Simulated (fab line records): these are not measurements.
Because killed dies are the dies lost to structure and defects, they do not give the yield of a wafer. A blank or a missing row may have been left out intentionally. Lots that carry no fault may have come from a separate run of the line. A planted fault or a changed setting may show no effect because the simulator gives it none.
Problem report in the 8D (eight disciplines) form, filled by code :: flow gf180mcu :: the parts of the form that need people (team, actions taken, sign-off) are left out

== 1. WHAT IS WRONG ==
Mean of stripTimeToEndpointS at GF_STI_STRIP_15: 1.93 s across 6 wafers in 2 lots; on wafers with no fault it is 3.75 s (standard deviation 0.06). Relative to the usual mean, that is a shift of -30 standard deviations.
The step: strips in O2/N2.
First seen on wafer L326.1, day 5 11:42, on plasmaAsher-04. The record has a number at this step for 36 wafers belonging to 12 lots. The rule behind "out" and "out of limits": a value lying over 4 standard deviations away from the usual mean. Any other wafer with a number is counted as sound.

== 2. WHAT IT IS, AND WHAT IT ISN'T ==
question: which readings at this step
is: stripTimeToEndpointS, oesProductAu
is not: chamberPressureMTorr, drypumpMotorCurrentA, heaterPowerW

question: which lots
is: L326, L327
is not: L312, L313, L314, L315, L316, L318, L320, L324, L331, L333

question: which wafers of those lots
is: all that have a number
is not: -

question: read on which tools
is: plasmaAsher-04
is not: plasmaAsher-01, plasmaAsher-03

question: when
is: from day 5 11:42
is not: up to then (24 sound wafers); but 6 sound wafers of L331, L333 came after

== 3. THE SUSPECTS, EACH WITH WHAT RULES IT OUT ==
Counting: a tool stays on the suspect list if, at a process step up to the reading, it processed all lots that are out and no sound lot following the first of them.
- rieDiel-01 at GF_STI_ETCH_13 (etches the open film in CHF3/O2, stops on Si, target depth 282.31 nm, time 112.9 s): kept. It ran every lot that is out, first L326 (day 5 11:32), and no sound lot after that; its last sound lot up to then is L320 (day 4 05:38).
- plasmaAsher-04 at GF_STI_STRIP_15 (strips in O2/N2): ruled out as a lasting fault. The sound lots L333 went through it after L326, its earliest lot that is out (day 5 11:42).
After counting, what remains is rieDiel-01 at GF_STI_ETCH_13.

== 4. THE CAUSE (what the simulator had put in) ==
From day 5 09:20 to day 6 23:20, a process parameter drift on rieDiel-01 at GF_STI_ETCH_13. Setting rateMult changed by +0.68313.
The count eliminated every tool but this one.

== 5. THE CHAIN OF EFFECTS, in route order ==
Each row: a reading where the mean over the struck wafers with a number is more than 3 standard deviations away from the usual. Only readings for which the record gives a usual standard deviation are gone through. hours: the time from each lot's start at the first step in this table that gives one to its start at this step, as a median over the lots. sigmas: the change in usual standard deviations.
hours: 0
step: GF_STI_STRIP_15
reading: oesProductAu
usual: 0.385 a.u.
on struck wafers: 0.310
change: -0.075
sigmas: -15

hours: 0
step: GF_STI_STRIP_15
reading: stripTimeToEndpointS
usual: 3.75 s
on struck wafers: 1.93
change: -1.82
sigmas: -30
The process steps in it:
- GF_STI_STRIP_15: strips in O2/N2.

== 6. WHAT WOULD HAVE CAUGHT IT SOONER ==
In this record the first reading out of limits was taken at day 5 11:42, 2 hours after the fault began at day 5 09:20.
Tool readings at GF_STI_ETCH_13 with a usual standard deviation given in the record: none out on any struck wafer, hence no alarm at a limit of 4 standard deviations on them.
Of the lots that are out (2), L327 began GF_STI_ETCH_13 on rieDiel-01 after day 5 11:42. A hold on the tool at that time would have spared it.
